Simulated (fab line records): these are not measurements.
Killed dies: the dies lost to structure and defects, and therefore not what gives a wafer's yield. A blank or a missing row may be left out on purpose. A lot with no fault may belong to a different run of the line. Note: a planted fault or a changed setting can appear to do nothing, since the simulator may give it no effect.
8D (eight disciplines) problem report, filled in by code / flow gf180mcu / the parts of the form that need people (team, actions taken, sign-off) are left out

## 1. WHAT IS WRONG
Wafers free of any fault read 1352 (standard deviation 20) for DNWELL_TW at GF_DNWELL_TW_MEAS_09, against a mean of 1532 on 6 wafers of 2 lots. Relative to the usual mean, that is a shift of +9.0 standard deviations.
Earliest sighting: wafer L647.1 on film-metro-02 at day 5 16:10. The record has a number at this step for 39 wafers belonging to 13 lots. Rule for "out", or "out of limits": more than 4 standard deviations from the usual mean. The other wafers with a number count as sound.

## 2. WHAT IT IS, WHAT IT ISN'T
question=which readings at this step | is=DNWELL_TW | is not=-
question=which lots | is=L647, L653 | is not=L636, L640, L641, L642, L643, L644, L645, L654, L655, L656, L657
question=which wafers of those lots | is=all that have a number | is not=-
question=read on which gauges | is=film-metro-01, film-metro-02 | is not=film-metro-03
question=when | is=from day 5 16:10 | is not=up to then (21 sound wafers); but 12 sound wafers of L654, L655, L656, L657 came after

## 3. THE SUSPECTS, EACH WITH WHAT RULES IT OUT
Counting: any tool at a process step up to the reading is kept as a suspect provided that every lot that is out went through it and no sound lot did after the first of them.
- the gauge at GF_DNWELL_TW_MEAS_09 has been ruled out. The wafers that are out were read on 2 gauges (film-metro-01, film-metro-02).
- implanter-01 at GF_DNWELL_IMPLANT_07: kept. It processed each lot that is out, first L647 at day 5 15:55, and no sound lot thereafter; up to then, the last sound lot it processed was L644 at day 5 00:49. Its own readings are out on those wafers: tilt-deg.
The count leaves implanter-01 at GF_DNWELL_IMPLANT_07.

## 4. THE CAUSE (what the simulator had put in)
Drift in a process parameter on implanter-01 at GF_DNWELL_IMPLANT_07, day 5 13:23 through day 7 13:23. A move of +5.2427 in setting tilt-deg, from 0. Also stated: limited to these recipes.
The count eliminated every tool but this one.

## 5. SEQUENCE OF EFFECTS, ordered by route
Each row: a reading where the mean over the struck wafers with a number is more than 3 standard deviations away from the usual. Only readings whose record carries a usual standard deviation are examined. hours: median over the lots of the time between each lot's start at the first step of this table that gives one and its start at this step. sigmas: the change, counted in usual standard deviations.
hours=0; step=GF_DNWELL_IMPLANT_07; reading=tilt-deg; usual=-0.002 degrees; on struck wafers=5.243; change=+5.245; sigmas=+99 or more
hours=0; step=GF_DNWELL_TW_MEAS_09; reading=DNWELL_TW; usual=1352; on struck wafers=1532; change=+180; sigmas=+9.0
Here are the process steps it includes:
- GF_DNWELL_IMPLANT_07
Later steps that measure or inspect, where all struck wafers having a row at the step show a number for every such reading and not one has moved that far: GF_PSD_RS_MEAS_15, GF_CONTACT_THK_MEAS_01.

## 6. WHAT WOULD HAVE CAUGHT IT SOONER
3 hours passed between the start of the fault at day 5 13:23 and the first reading out of limits at a measuring or inspecting step in this record, taken at day 5 16:10.
At GF_DNWELL_IMPLANT_07, the tool's own readings (tilt-deg) were out on each struck wafer the step has a row for, so an alarm limit on them would have fired on the first such wafer.
Of the lots that are out (2), L653 began GF_DNWELL_IMPLANT_07 on implanter-01 after day 5 16:10. Putting the tool on hold at that point would have spared it.
